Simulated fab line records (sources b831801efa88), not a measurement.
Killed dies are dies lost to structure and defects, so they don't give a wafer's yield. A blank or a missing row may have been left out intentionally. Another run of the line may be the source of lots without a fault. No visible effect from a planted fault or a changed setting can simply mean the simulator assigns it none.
Problem report, 8D (eight disciplines) form, completed by code -- flow sky130 -- the parts of the form that need people (team, actions taken, sign-off) are left out

1. PROBLEM STATEMENT
Wafers without a fault read 2.70 s, standard deviation 0.052; stripTimeToEndpointS at SKY_METAL1_STRIP_20 reads a mean of 1.74 s on 6 wafers belonging to 2 lots. That puts it -18 standard deviations away from the usual mean.
The step: strips in O2/N2.
Earliest sighting: wafer L705.3 on plasmaAsher-02 at day 36 18:50. Wafers with a number at this step in the record: 33, from 11 lots. Rule for "out", or "out of limits": more than 4 standard deviations from the usual mean. The rest of the wafers with a number are treated as sound.

2. WHAT THIS IS AND IS NOT
question,is,is not
which readings at this step,"stripTimeToEndpointS, oesProductAu","drypumpMotorCurrentA, n2FlowSccm, o2FlowSccm"
which lots,"L705, L707","L694, L696, L699, L700, L710, L711, L714, L715, L717"
which wafers of those lots,all that have a number,-
read on which tools,"plasmaAsher-02, plasmaAsher-04",plasmaAsher-01
when,from day 36 18:50,"up to then (12 sound wafers); but 15 sound wafers of L710, L711, L714, L715, L717 came after"

3. SUSPECTS, AND WHAT RULES EACH OUT
Counting: a tool stays on the suspect list if, at a process step up to the reading, it processed all lots that are out and no sound lot following the first of them.
- rieMetal-03 at SKY_METAL1_METAL_ETCH_19 (etches the open film in Cl2/BCl3, stops on SiO2, target depth 360 nm, time 78 s): ruled out as a lasting fault. Sound lots L717 ran on it after its first lot that is out, L705 (day 36 18:41).
Left after counting: nothing in the record.

4. THE CAUSE (what the simulator had put in)
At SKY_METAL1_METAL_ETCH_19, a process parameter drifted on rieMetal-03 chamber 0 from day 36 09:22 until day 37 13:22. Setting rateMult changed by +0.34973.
It was ruled out by counting, in error; the rule expects a fault to strike all lots run on its tool from its start on, and this fault did not.

5. THE EFFECT CHAIN, in route order
Each row: a reading whose mean over the struck wafers that have a number lies more than 3 standard deviations from the usual. Only readings for which the record gives a usual standard deviation are gone through. hours: the time from each lot's start at the first step in this table that gives one to its start at this step, as a median over the lots. sigmas: the change in usual standard deviations.
hours,step,reading,usual,on struck wafers,change,sigmas
0,SKY_METAL1_STRIP_20,oesProductAu,0.343 a.u.,0.302,-0.041,-8.1
0,SKY_METAL1_STRIP_20,stripTimeToEndpointS,2.70 s,1.74,-0.96,-18
Here are the process steps it includes:
- SKY_METAL1_STRIP_20: strips in O2/N2.
Later steps that measure or inspect, where all struck wafers having a row at the step show a number for every such reading and not one has moved that far: SKY_VIA1_BOW_MEAS_03.

6. HOW IT WOULD HAVE BEEN CAUGHT EARLIER
In this record no reading fell out of limits until day 36 18:50, 9 hours after the fault had begun at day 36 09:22.
Of the tool readings at SKY_METAL1_METAL_ETCH_19 for which the record gives a usual standard deviation, none was out on any struck wafer, so an alarm limit of 4 standard deviations on them would not have fired.
